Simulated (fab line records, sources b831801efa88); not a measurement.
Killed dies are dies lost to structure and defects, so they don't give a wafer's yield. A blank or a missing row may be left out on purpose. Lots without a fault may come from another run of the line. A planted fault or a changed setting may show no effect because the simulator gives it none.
Which tool did it? | flow gf180mcu | 11 lots, 33 wafers sampled, at 4 steps of a route of 602

WHAT THE GAUGES READ, wafer by wafer
GF_V3_RS_MEAS_24: measures by four-point-probe.
lot  | measured     | on            | V3_W_RS (ohm/sq)
L873 | day 22 12:28 | film_metro-04 | 0.330 0.328 0.326
L874 | day 23 14:16 | film_metro-03 | 0.326 0.327 0.325
L876 | day 23 19:02 | film_metro-03 | 0.324 0.325 0.324
L878 | day 24 11:28 | film_metro-03 | 0.335 0.326 0.323
L880 | day 25 03:52 | film_metro-03 | 0.328 0.352 0.326
L889 | day 28 09:10 | film_metro-02 | 0.328 0.331 0.327
L890 | day 28 12:13 | film_metro-02 | 0.325 0.332 0.326
L891 | day 28 15:17 | film_metro-04 | 0.325 0.330 0.331
L892 | day 29 01:26 | film_metro-03 | 0.326 0.326 0.320
L893 | day 29 03:22 | film_metro-02 | 0.322 0.327 0.319
L894 | day 29 10:56 | film_metro-02 | 0.327 0.326 0.326

GF_V3_THK_MEAS_25: measures by xrf.
lot  | measured     | on            | V3_W_THK (nm)
L873 | day 22 12:35 | film_metro-04 | 347 351 351
L874 | day 23 14:22 | film_metro-03 | 349 350 351
L876 | day 23 19:09 | film_metro-03 | 354 351 352
L878 | day 24 11:35 | film_metro-03 | 337 350 351
L880 | day 25 03:58 | film_metro-03 | 348 326 352
L889 | day 28 09:16 | film_metro-02 | 356 352 356
L890 | day 28 12:20 | film_metro-02 | 360 351 357
L891 | day 28 15:24 | film_metro-04 | 356 351 350
L892 | day 29 01:34 | film_metro-03 | 350 349 356
L893 | day 29 03:28 | film_metro-02 | 361 356 362
L894 | day 29 11:03 | film_metro-02 | 355 355 356

WHICH TOOL RAN EACH LOT (tool, then ch and the chambers of the sampled wafers, then the start)
lot  | GF_M3_METAL_ETCH_16               | GF_V3_CVD_23
L873 | rie_metal-03 ch 0,1, day 21 11:10 | cvd_w-02 ch 0,1, day 22 12:21
L874 | rie_metal-01 ch 0,1, day 22 06:16 | cvd_w-02 ch 0,1, day 23 14:08
L876 | rie_metal-03 ch 0,1, day 22 17:32 | cvd_w-02 ch 0,1, day 23 18:55
L878 | rie_metal-01 ch 0,1, day 23 09:16 | cvd_w-02 ch 0,1, day 24 11:22
L880 | rie_metal-04 ch 0,1, day 24 03:49 | cvd_w-02 ch 0,1, day 25 03:44
L889 | rie_metal-03 ch 1, day 27 11:50   | cvd_w-02 ch 0,1, day 28 09:04
L890 | rie_metal-04 ch 0, day 27 13:58   | cvd_w-01 ch 1, day 28 12:00
L891 | rie_metal-01 ch 0, day 27 16:41   | cvd_w-01 ch 1, day 28 15:04
L892 | rie_metal-01 ch 0,1, day 28 03:29 | cvd_w-01 ch 0,1, day 29 01:19
L893 | rie_metal-01 ch 0,1, day 28 05:49 | cvd_w-01 ch 0,1, day 29 03:14
L894 | rie_metal-04 ch 0,1, day 28 13:01 | cvd_w-01 ch 0,1, day 29 10:49
- GF_M3_METAL_ETCH_16: etches the open film in Cl2/BCl3, stops on SiO2, target depth 750.8 nm, time 125.1 s.
- GF_V3_CVD_23: deposits W, target thk 350 nm, time 104.9 s.

WHAT THE TOOLS THEMSELVES READ (means of the sampled wafers that have a number; where no wafer has one, the mark that the record gives instead)
GF_M3_METAL_ETCH_16.
lot  | tool         | drypump_motor_current_A (A) | oes_product_au (a.u.) | throttle_valve_pct (%)
L873 | rie_metal-03 | 6.1                         | 0.982                 | 28.230
L874 | rie_metal-01 | 5.9                         | 0.991                 | 28.225
L876 | rie_metal-03 | 5.8                         | 0.981                 | 28.226
L878 | rie_metal-01 | 5.9                         | 0.989                 | 28.234
L880 | rie_metal-04 | 5.9                         | 0.988                 | 28.236
L889 | rie_metal-03 | 5.3                         | 0.984                 | 28.243
L890 | rie_metal-04 | 6.1                         | 0.988                 | 28.237
L891 | rie_metal-01 | 6.0                         | 0.983                 | 28.232
L892 | rie_metal-01 | 5.9                         | 0.986                 | 28.242
L893 | rie_metal-01 | 5.9                         | 0.991                 | 28.230
L894 | rie_metal-04 | 5.9                         | 0.992                 | 28.229

GF_V3_CVD_23.
lot  | tool     | heater_power_w (W) | susceptor_temp_C (C)
L873 | cvd_w-02 | 1031               | 400.00
L874 | cvd_w-02 | 1021               | 399.88
L876 | cvd_w-02 | 1001               | 400.08
L878 | cvd_w-02 | 1003               | 399.91
L880 | cvd_w-02 | 1031               | 398.59
L889 | cvd_w-02 | 1001               | 400.24
L890 | cvd_w-01 | 789                | 400.18
L891 | cvd_w-01 | 797                | 400.14
L892 | cvd_w-01 | 931                | 400.07
L893 | cvd_w-01 | 867                | 399.93
L894 | cvd_w-01 | 932                | 400.18

THE ANSWER, worked out from the rows above alone
Rule: what is usual is taken from the lots themselves. Put in order of their means at a reading, lots are off if they are a third of the lots or fewer, leave a main group of 4 or more, and stand apart from it by a gap of 3 or more times the standard deviation of the main group's means; of several such gaps the widest counts. A main group whose means are all the same, to the digits that the tables above print for the reading, isn't used. A lot without any number at a reading at which 4 lots or more have one is off too. The other lots that the step has rows for count as sound. The gauges are gone through in route order, then the tools' own readings, and for those a lot's mean is taken as printed above. The first step at which some lot is off is used, and at that step the reading that is off furthest; a lot without a number counts as furthest.
Off: L880, at GF_V3_RS_MEAS_24 (V3_W_RS). The main group: mean 0.326 ohm/sq, standard deviation 0.002.
A tool fits if, at a process step before that reading, it ran every lot that is off, and no sound lot after the first of them. The gauges at GF_V3_RS_MEAS_24 aren't tried: what is off there is off at GF_V3_CVD_23 too, on other tools, and a gauge's error can't cause that. None of those tried fits.

WHAT THE SIMULATOR HAD PUT IN
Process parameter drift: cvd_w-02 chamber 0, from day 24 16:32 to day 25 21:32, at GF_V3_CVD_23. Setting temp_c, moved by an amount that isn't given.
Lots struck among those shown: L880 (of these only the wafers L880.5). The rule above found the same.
